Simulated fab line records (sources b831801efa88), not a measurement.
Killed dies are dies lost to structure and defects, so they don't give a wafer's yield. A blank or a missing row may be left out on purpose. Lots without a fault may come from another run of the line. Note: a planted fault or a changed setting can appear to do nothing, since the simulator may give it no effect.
Check of tool commonality    flow gf180mcu    9 lots, 27 wafers sampled

REASON FOR OPENING
At GF_VT_IMPLANT_TW_MEAS_32 the reading VT_IMPLANT_3_TW is flagged on 3 of 9 lots. No-fault wafers: 269.9, standard deviation 1.4.
Rule: a lot gets a flag if all its wafers with a number sit over 4 standard deviations from that mean, or if no wafer of it has a number. The rest of the lots are taken to be sound.

lot   measured      on             VT_IMPLANT_3_TW, wafer by wafer  flag
L785  day 7 00:49   film metro-03  269.2 270.3 268.9                
L786  day 7 04:49   film metro-02  270.9 271.4 272.0                
L787  day 7 10:37   film metro-01  272.4 272.0 270.6                
L788  day 7 20:14   film metro-03  269.4 270.3 269.0                
L789  day 8 03:07   film metro-02  268.8 270.6 271.2                
L790  day 8 07:31   film metro-03  269.4 268.6 266.8                
L795  day 9 19:13   film metro-03  416.7 418.2 418.3                FLAGGED
L796  day 10 01:01  film metro-02  418.5 415.6 417.2                FLAGGED
L797  day 10 06:02  film metro-03  413.2 418.7 417.6                FLAGGED
Flagged lots average 417.1: +147.2 relative to the usual, that is +99 or more standard deviations.

EACH LOT AND THE TOOL IT RAN ON
The record holds 1 process step before the reading, out of a route of 602 steps. In each cell: the tool, then ch and the chambers that the sampled wafers went through, then the start.
lot   flag     GF_VT_IMPLANT_IMPLANT_30
L785           implanter-02 ch 0, day 7 00:34
L786           implanter-01 ch 0, day 7 04:34
L787           implanter-04 ch 0, day 7 10:23
L788           implanter-04 ch 0, day 7 19:59
L789           implanter-02 ch 0, day 8 02:52
L790           implanter-04 ch 0, day 8 07:16
L795  FLAGGED  implanter-01 ch 0, day 9 18:58
L796  FLAGGED  implanter-04 ch 0, day 10 00:46
L797  FLAGGED  implanter-02 ch 0, day 10 05:47
What these steps do:
- GF_VT_IMPLANT_IMPLANT_30
- GF_VT_IMPLANT_TW_MEAS_32

FLAGGED OVER TOTAL, TOOL BY TOOL (the gauges that took the reading come last)
step                      tool           lots run  flagged  share of the flagged lots  sound lots run after its first flagged lot
GF_VT_IMPLANT_IMPLANT_30  implanter-01   2         1        some                       0
GF_VT_IMPLANT_IMPLANT_30  implanter-02   3         1        some                       0
GF_VT_IMPLANT_IMPLANT_30  implanter-04   4         1        some                       0
GF_VT_IMPLANT_TW_MEAS_32  film metro-01  1         0        none                       -
GF_VT_IMPLANT_TW_MEAS_32  film metro-02  3         1        some                       0
GF_VT_IMPLANT_TW_MEAS_32  film metro-03  5         2        some                       0

THE TABLE: WHAT IT ALLOWS
No row of the table ran every flagged lot.

WHAT WAS PUT IN BY THE SIMULATOR
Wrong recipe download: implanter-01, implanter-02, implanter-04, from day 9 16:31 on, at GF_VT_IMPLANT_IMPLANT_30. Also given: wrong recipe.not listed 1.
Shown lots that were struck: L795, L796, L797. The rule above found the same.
